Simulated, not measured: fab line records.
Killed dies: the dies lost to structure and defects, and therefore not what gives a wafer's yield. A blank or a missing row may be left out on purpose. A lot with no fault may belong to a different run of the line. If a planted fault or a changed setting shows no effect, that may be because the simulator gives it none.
Which of the tools did it? ; flow sfq line ; Sampling: 13 lots, 39 wafers, 6 of 325 route steps

WHAT EACH GAUGE READ, for each wafer
No reading from a measuring or inspecting step in the record can be judged against a usual standard deviation.

WHICH TOOL RAN EACH LOT (tool, then ch and the chambers of the sampled wafers, then the start)
lot;SFQ_TRILAYER_I0_CMP_CMP_028;SFQ_TRILAYER_I0_METRO_MEASURE_029;SFQ_TRILAYER_I0_VIA_ETCH_VIA_ETCH_034;SFQ_TRILAYER_M1_STRIP_STRIP_043;SFQ_TRILAYER_M3_STRIP_STRIP_079;SFQ_TRILAYER_I7_VIA_LITHO_PEB_190
L455;cmp-01 ch 1,2,3, day 7 20:47;film metro-04, day 7 23:55;rie diel-02 ch 0,1,3, day 12 09:40;rie metal-02 ch 0,1, day 17 10:14;rie metal-03 ch 0,1, day 37 05:56;litho track-02 ch 0, day 77 04:29
L454;cmp-02 ch 0,2, day 7 20:59;film metro-02, day 7 23:48;rie diel-01 ch 2,3, day 12 08:28;rie metal-04 ch 0,1, day 17 07:41;rie metal-02 ch 0, day 37 03:26;litho track-01 ch 0, day 77 03:19
L456;cmp-02 ch 1,2,3, day 8 01:46;film metro-04, day 8 04:53;rie diel-01 ch 0,1,2, day 12 16:52;rie metal-02 ch 0,1, day 17 15:02;rie metal-04 ch 0,1, day 37 15:16;litho track-01 ch 0, day 77 08:05
L458;cmp-02 ch 0,3, day 8 14:20;film metro-03, day 8 17:27;rie diel-01 ch 1,2,3, day 13 03:40;rie metal-02 ch 0,1, day 18 03:02;rie metal-02 ch 0,1, day 37 23:08;litho track-03 ch 0, day 77 17:22
L460;cmp-01 ch 1,3, day 9 02:49;film metro-04, day 9 05:38;rie diel-02 ch 0,2, day 13 18:58;rie metal-04 ch 0,1, day 18 19:56;rie metal-04 ch 0, day 39 02:44;litho track-01 ch 0, day 78 03:10
L461;cmp-01 ch 1,3, day 9 15:30;film metro-04, day 9 18:49;rie diel-01 ch 0,1,3, day 14 05:46;rie metal-03 ch 0,1, day 19 12:44;rie metal-02 ch 0,1, day 39 11:56;litho track-03 ch 0, day 78 12:01
L462;cmp-02 ch 0,1,3, day 9 23:24;film metro-02, day 10 02:31;rie diel-02 ch 0,1,3, day 14 15:14;rie metal-02 ch 0, day 20 00:52;rie metal-04 ch 0, day 40 07:01;litho track-02 ch 0, day 78 18:50
L463;cmp-02 ch 0,1, day 10 07:07;film metro-03, day 10 10:14;rie diel-02 ch 0,1,3, day 15 00:50;rie metal-04 ch 0,1, day 20 15:44;rie metal-04 ch 0,1, day 40 18:43;litho track-02 ch 0, day 79 21:44
L464;cmp-02 ch 0,1,2, day 10 19:02;film metro-03, day 10 20:39;rie diel-03 ch 0,1,3, day 15 19:33;rie metal-03 ch 0,1, day 21 12:16;rie metal-02 ch 0,1, day 42 00:16;litho track-03 ch 0, day 80 13:26
L466;cmp-01 ch 1,2,3, day 11 21:57;film metro-02, day 12 00:34;rie diel-03 ch 0,2,3, day 16 21:57;rie metal-03 ch 0,1, day 22 23:19;rie metal-04 ch 0,1, day 42 11:17;litho track-02 ch 0, day 83 08:01
L468;cmp-02 ch 0,1,3, day 12 13:17;film metro-04, day 12 15:37;rie diel-03 ch 0,1,3, day 17 09:57;rie metal-03 ch 0,1, day 23 14:55;rie metal-04 ch 0,1, day 42 22:05;litho track-01 ch 0, day 87 10:59
L476;cmp-01 ch 1,2,3, day 14 18:12;film metro-03, day 14 20:31;rie diel-01 ch 2,3, day 17 19:33;rie metal-03 ch 0,1, day 24 12:31;rie metal-02 ch 0, day 44 04:20;litho track-01 ch 0, day 88 12:49
L477;cmp-02 ch 0,1,2, day 19 19:25;film metro-02, day 19 21:32;rie diel-03 ch 0,1,3, day 20 02:12;rie metal-02 ch 0,1, day 26 22:07;rie metal-03 ch 0,1, day 45 16:20;litho track-03 ch 0, day 88 23:35
- SFQ_TRILAYER_I0_CMP_CMP_028: polishes SiO2.
- SFQ_TRILAYER_I0_METRO_MEASURE_029
- SFQ_TRILAYER_I0_VIA_ETCH_VIA_ETCH_034: etches SiO2 in CHF3, stops on Nb, target depth 260 nm.
- SFQ_TRILAYER_M1_STRIP_STRIP_043: strips in O2.
- SFQ_TRILAYER_M3_STRIP_STRIP_079: strips in O2.
- SFQ_TRILAYER_I7_VIA_LITHO_PEB_190: peb time 60.96 s.

WHAT THE TOOLS THEMSELVES READ (means of the sampled wafers that have a number; where no wafer has one, the mark that the record gives instead)
SFQ_TRILAYER_I0_CMP_CMP_028.
lot;tool;edge zone pressure frac;motor current A (A);time to endpoint s (s)
L455;cmp-01;1.004;10.7;206
L454;cmp-02;0.998;8.8;216
L456;cmp-02;1.001;10.0;209
L458;cmp-02;0.997;10.2;222
L460;cmp-01;1.000;10.2;218
L461;cmp-01;1.005;10.2;211
L462;cmp-02;1.003;10.2;213
L463;cmp-02;0.998;9.8;222
L464;cmp-02;0.999;9.2;221
L466;cmp-01;1.000;10.5;223
L468;cmp-02;0.998;10.2;243
L476;cmp-01;1.001;11.1;220
L477;cmp-02;1.001;9.4;216

SFQ_TRILAYER_I0_METRO_MEASURE_029.
lot;tool;thk nm (nm)
L455;film metro-04;200.1
L454;film metro-02;198.5
L456;film metro-04;198.3
L458;film metro-03;199.8
L460;film metro-04;199.1
L461;film metro-04;198.7
L462;film metro-02;200.3
L463;film metro-03;201.6
L464;film metro-03;200.0
L466;film metro-02;200.9
L468;film metro-04;235.6
L476;film metro-03;199.7
L477;film metro-02;199.9

SFQ_TRILAYER_I0_VIA_ETCH_VIA_ETCH_034.
lot;tool;drypump motor current A (A);oes product au (a.u.)
L455;rie diel-02;5.6;0.859
L454;rie diel-01;6.0;0.852
L456;rie diel-01;6.1;0.851
L458;rie diel-01;6.0;0.854
L460;rie diel-02;5.5;0.853
L461;rie diel-01;6.2;0.847
L462;rie diel-02;5.6;0.859
L463;rie diel-02;5.6;0.858
L464;rie diel-03;6.1;0.853
L466;rie diel-03;5.9;0.858
L468;rie diel-03;6.1;0.905
L476;rie diel-01;6.0;0.849
L477;rie diel-03;6.1;0.850

SFQ_TRILAYER_M1_STRIP_STRIP_043.
lot;tool;drypump motor current A (A);oes product au (a.u.)
L455;rie metal-02;5.4;0.983
L454;rie metal-04;5.3;0.999
L456;rie metal-02;5.1;0.996
L458;rie metal-02;5.4;0.991
L460;rie metal-04;5.3;0.995
L461;rie metal-03;5.8;1.017
L462;rie metal-02;5.7;0.994
L463;rie metal-04;5.1;1.000
L464;rie metal-03;5.4;1.010
L466;rie metal-03;5.4;1.002
L468;rie metal-03;5.8;1.006
L476;rie metal-03;5.8;1.008
L477;rie metal-02;5.4;0.985

SFQ_TRILAYER_M3_STRIP_STRIP_079.
lot;tool;drypump motor current A (A);oes product au (a.u.)
L455;rie metal-03;5.8;1.004
L454;rie metal-02;5.7;0.987
L456;rie metal-04;5.3;0.999
L458;rie metal-02;5.1;0.987
L460;rie metal-04;5.4;0.999
L461;rie metal-02;5.1;0.995
L462;rie metal-04;5.4;1.000
L463;rie metal-04;5.1;1.002
L464;rie metal-02;5.4;0.986
L466;rie metal-04;5.1;0.998
L468;rie metal-04;5.1;1.000
L476;rie metal-02;5.7;0.985
L477;rie metal-03;5.4;0.993

SFQ_TRILAYER_I7_VIA_LITHO_PEB_190.
lot;tool;exhaust pa (Pa);plate sensor t centre C (C);plate sensor t edge C (C)
L455;litho track-02;45.8;115.94;116.08
L454;litho track-01;45.0;115.95;116.08
L456;litho track-01;45.3;115.94;116.08
L458;litho track-03;44.6;115.95;116.08
L460;litho track-01;44.6;115.96;116.09
L461;litho track-03;45.2;115.95;116.09
L462;litho track-02;43.9;115.95;116.08
L463;litho track-02;43.2;115.96;116.09
L464;litho track-03;45.1;115.95;116.08
L466;litho track-02;44.1;115.95;116.08
L468;litho track-01;45.6;115.95;116.09
L476;litho track-01;45.5;115.94;116.09
L477;litho track-03;46.4;115.94;116.08

THE ANSWER, worked out from the rows above alone
Rule: the usual values come from the lots themselves. The widest of any qualifying gaps counts: lots, ordered by their means at a reading, are off when they make up no more than a third of the lots, leave a main group of 4 or more, and stand apart from it by 3 or more times the standard deviation of that group's means. If all means in a main group match to the digits the tables above print for the reading, that group is not used. Also off: a lot with no number at a reading for which 4 or more lots have one. The other lots that the step has rows for count as sound. The gauges are gone through in route order, then the tools' own readings, and for those a lot's mean is taken as printed above. At the first step where some lot is off, the reading lying furthest off is the one used; lots without a number count as furthest.
Off at SFQ_TRILAYER_I0_CMP_CMP_028 (time to endpoint s): L468. The main group: mean 216 s, standard deviation 5.4.
If a tool, at that step or one of the process steps before it, ran each lot that is off and ran no sound lot following the first of them, it fits. No candidate that was tried fits.

WHAT WAS PUT IN BY THE SIMULATOR
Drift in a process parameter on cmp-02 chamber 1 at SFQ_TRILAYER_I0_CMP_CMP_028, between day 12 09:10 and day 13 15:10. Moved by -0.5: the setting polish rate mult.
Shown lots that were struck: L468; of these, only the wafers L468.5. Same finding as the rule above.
